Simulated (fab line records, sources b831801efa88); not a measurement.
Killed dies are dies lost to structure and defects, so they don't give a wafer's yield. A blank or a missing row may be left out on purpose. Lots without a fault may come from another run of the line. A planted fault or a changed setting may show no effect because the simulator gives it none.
fab line records | flow sky130
record lots=13 wafers=39 last_day=50
route steps=708 shown PWDE@52 POLY_GATE@235 LDD_HVN@271 LI_CONTACT@385
lots that met no fault: from a run of the same line without faults
start_h: hours from the record's first day to the start of the lot's first wafer shown | wait_h: hours since the lot's step before | " the same as in the row above | L1.1+2: a row that stands for several wafers | - no value, or no start given | * or withheld: withheld | < > ~ a bound
route shown NAME@n: a module of which the file shows steps, and the number in the route of the first | usual: mean/standard deviation of fault-free wafers | same: alike in all rows | chamber/n: place in a boat | sites: the reading at each site | _std_site: their standard deviation | _edge_site: outer sites' mean less inner sites' | radius_mm: how far each site lies from the wafer's centre | mask NAME#n: copy n | behind: the tool/chamber that last shaped the wafer | hold: why the lot was held/for how many hours/how that ended | device: the transistor (n, p or np) that didn't switch | end of line: the same wafers' tests at the end of the route | a step without rows: its recipe alone | killed: dies lost to structure and defects at the first sort, not the wafer's yield | map: a wafer's dies, x killed, . not, _ none there
set.NAME: the setting as run; set.NAME@STEP: as run at that earlier step | model.NAME: the simulator's own value behind a step, which no gauge read
steps of the route over a sample of lots; a table a step, a row a wafer
services: from which hour (start_h, from the record's first day; less than 0 if before it) a tool's chamber was out of use, for how many hours, and why
## steps
# step SKY_PWDE_OVL_MEAS_07
# usual PWDE_OVL=0.4/1.2
# columns lot.wafer tool chamber start_h wait_h PWDE_OVL[nm]
L565.2 overlay-01 - 75.74 - -0.2
L565.3 " - " " 1.4
L565.6 " - " " 0.1
L567.2 overlay-02 - 84.15 - -0.8
L567.4 " - " " 1.7
L567.6 " - " " 0.8
L568.1 overlay-02 - 92.85 - 0.4
L568.3 " - " " 0.0
L568.5 " - " " 0.1
L569.2 overlay-01 - 98.90 - 3.6
L569.4 " - " " 2.3
L569.5 " - " " 2.7
L570.3 overlay-02 - 103.85 - 0.4
L570.4 " - " " 0.7
L570.5 " - " " 0.8
L571.3 overlay-01 - 109.31 - 0.6
L571.4 " - " " -0.8
L571.5 " - " " -1.7
L572.4 overlay-01 - 115.25 - 0.2
L572.5 " - " " -1.5
L572.6 " - " " -0.5
L574.3 overlay-02 - 122.31 - -0.6
L574.5 " - " " 0.5
L574.6 " - " " 1.5
L575.1 overlay-01 - 129.95 - 0.9
L575.2 " - " " 0.4
L575.4 " - " " -0.2
L576.3 overlay-01 - 135.24 - 0.4
L576.4 " - " " 1.5
L576.5 " - " " 0.9
L577.1 overlay-01 - 140.58 - 0.9
L577.2 " - " " 0.9
L577.3 " - " " -0.1
L586.1 overlay-02 - 190.18 - -0.4
L586.3 " - " " 0.3
L586.6 " - " " -1.5
L587.1 overlay-01 - 208.53 - 0.8
L587.2 " - " " 1.7
L587.4 " - " " 1.1
# step SKY_POLY_GATE_THK_MEAS_21
# recipe reads=SiO2_of_POLY_GATE_OXIDATION_20
# usual POLY_GATE_OXIDATION_THK=3.98/0.067
# columns lot.wafer tool chamber start_h wait_h POLY_GATE_OXIDATION_THK[nm]
L565.2 film_metro-01 - 382.89 0.0 4.04
L565.3 " - " " 3.98
L565.6 " - " " 3.96
L567.2 film_metro-04 - 391.42 0.0 3.94
L567.4 " - " " 3.94
L567.6 " - " " 4.00
L568.1 film_metro-04 - 411.72 0.0 4.00
L568.3 " - " " 3.98
L568.5 " - " " 3.98
L569.2 film_metro-02 - 418.40 0.0 3.99
L569.4 " - " " 3.89
L569.5 " - " " 4.01
L570.3 film_metro-02 - 430.05 0.0 3.98
L570.4 " - " " 3.95
L570.5 " - " " 3.96
L571.3 film_metro-02 - 438.01 0.0 3.80
L571.4 " - " " 3.85
L571.5 " - " " 3.95
L572.4 film_metro-01 - 444.57 0.0 3.93
L572.5 " - " " 3.97
L572.6 " - " " 3.93
L574.3 film_metro-01 - 458.28 0.0 3.98
L574.5 " - " " 3.96
L574.6 " - " " 3.96
L575.1 film_metro-01 - 468.48 0.0 3.97
L575.2 " - " " 3.91
L575.4 " - " " 3.96
L576.3 film_metro-04 - 478.60 0.0 3.91
L576.4 " - " " 4.01
L576.5 " - " " 4.00
L577.1 film_metro-04 - 488.28 0.0 4.03
L577.2 " - " " 3.97
L577.3 " - " " 4.07
L586.1 film_metro-02 - 564.27 0.0 4.04
L586.3 " - " " 4.07
L586.6 " - " " 4.07
L587.1 film_metro-02 - 586.27 0.0 4.03
L587.2 " - " " 3.90
L587.4 " - " " 3.88
# step SKY_LDD_HVN_EXPOSE_04
# recipe mask_id=HVNTM na=0.6 source_shape=conventional sigma_outer=0.6 polarization=unpolarized target_cd_nm=700 dose_mj=127
# columns lot.wafer tool chamber start_h wait_h mask
L565.2+3+6 iline_stepper-02 0 459.85 - HVNTM#0
L567.2+4+6 iline_stepper-01 0 469.80 - HVNTM#0
L568.1+3+5 iline_stepper-01 0 492.68 - HVNTM#0
L569.2+4+5 iline_stepper-02 0 498.33 - HVNTM#0
L570.3+4+5 iline_stepper-01 0 508.60 - HVNTM#0
L571.3+4+5 iline_stepper-02 0 519.10 - HVNTM#0
L572.4+5+6 iline_stepper-01 0 523.87 - HVNTM#0
L574.3+5+6 iline_stepper-02 0 536.25 - HVNTM#0
L575.1+2+4 iline_stepper-02 0 546.98 - HVNTM#0
L576.3+4+5 iline_stepper-02 0 556.25 - HVNTM#0
L577.1+2+3 iline_stepper-02 0 567.73 - HVNTM_R1#0
L586.1+3+6 iline_stepper-02 0 638.93 - HVNTM#0
L587.1+2+4 iline_stepper-01 0 661.86 - HVNTM#0
# step SKY_LI_CONTACT_THK_MEAS_23
# recipe thk_meas_gauge=xrf reads=W_of_LI_CONTACT_CVD_21
# usual LI_CONTACT_W_THK=423/7.3
# columns lot.wafer tool chamber start_h wait_h LI_CONTACT_W_THK[nm]
L565.2 film_metro-04 - 688.20 0.1 433
L565.3 " - " " 435
L565.6 " - " " 433
L567.2 film_metro-02 - 696.15 0.1 417
L567.4 " - " " 431
L567.6 " - " " 418
L568.1 film_metro-02 - 716.65 0.1 430
L568.3 " - " " 434
L568.5 " - " " 417
L569.2 film_metro-02 - 720.98 0.1 430
L569.4 " - " " 428
L569.5 " - " " 411
L570.3 film_metro-01 - 729.36 0.1 414
L570.4 " - " " 421
L570.5 " - " " 416
L571.3 film_metro-04 - 741.59 0.1 411
L571.4 " - " " 419
L571.5 " - " " 418
L572.4 film_metro-04 - 745.25 0.1 438
L572.5 " - " " 434
L572.6 " - " " 423
L574.3 film_metro-04 - 757.14 0.1 429
L574.5 " - " " 430
L574.6 " - " " 418
L575.1 film_metro-04 - 765.80 0.1 416
L575.2 " - " " 425
L575.4 " - " " 432
L576.3 film_metro-04 - 771.42 0.1 420
L576.4 " - " " 412
L576.5 " - " " 413
L577.1 film_metro-02 - 783.11 0.1 424
L577.2 " - " " 427
L577.3 " - " " 435
L586.1 film_metro-02 - 847.20 0.1 428
L586.3 " - " " 429
L586.6 " - " " 430
L587.1 film_metro-04 - 869.76 0.1 422
L587.2 " - " " 432
L587.4 " - " " 415
## services
# columns tool chamber start_h hours kind
iline_stepper-02 0 464.85 - calibration
iline_stepper-02 - 478.15 1.7 pm
iline_stepper-01 - 551.03 5.7 repair
iline_stepper-01 - 604.85 1.7 pm
iline_stepper-02 - 657.23 8.9 pm
iline_stepper-01 0 657.31 - calibration
## key
first_sign step=SKY_LDD_HVN_EXPOSE_04 reading=mask direction=changed
effect none on later readings
met_at SKY_LDD_HVN_EXPOSE_04
struck_lots L577
sort_left_out L577.1,L577.2,L577.3
tester_left_out L577
not_acting_at SKY_PWDE_OVL_MEAS_07,SKY_POLY_GATE_THK_MEAS_21,SKY_LI_CONTACT_THK_MEAS_23
onset_between 556.25 567.73
fault kind=wrong_mask tool=any chamber=- onset_h=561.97 steps=SKY_LDD_HVN_EXPOSE_04 aux_copy=HVNTM_R1#0 cd_offset_nm=105 scope=struck_lots_only
# tester_left_out: of these lots the tester's yield and bins aren't shown, on N5 and GAA mostly nor the transistor test; their killed dies are dies lost to structure and defects alone, not to doping, threshold or leakage, so they don't give the yield
# sort_left_out: the simulated sort isn't trusted on such a fault, so these wafers' sort isn't shown, and their yield isn't known
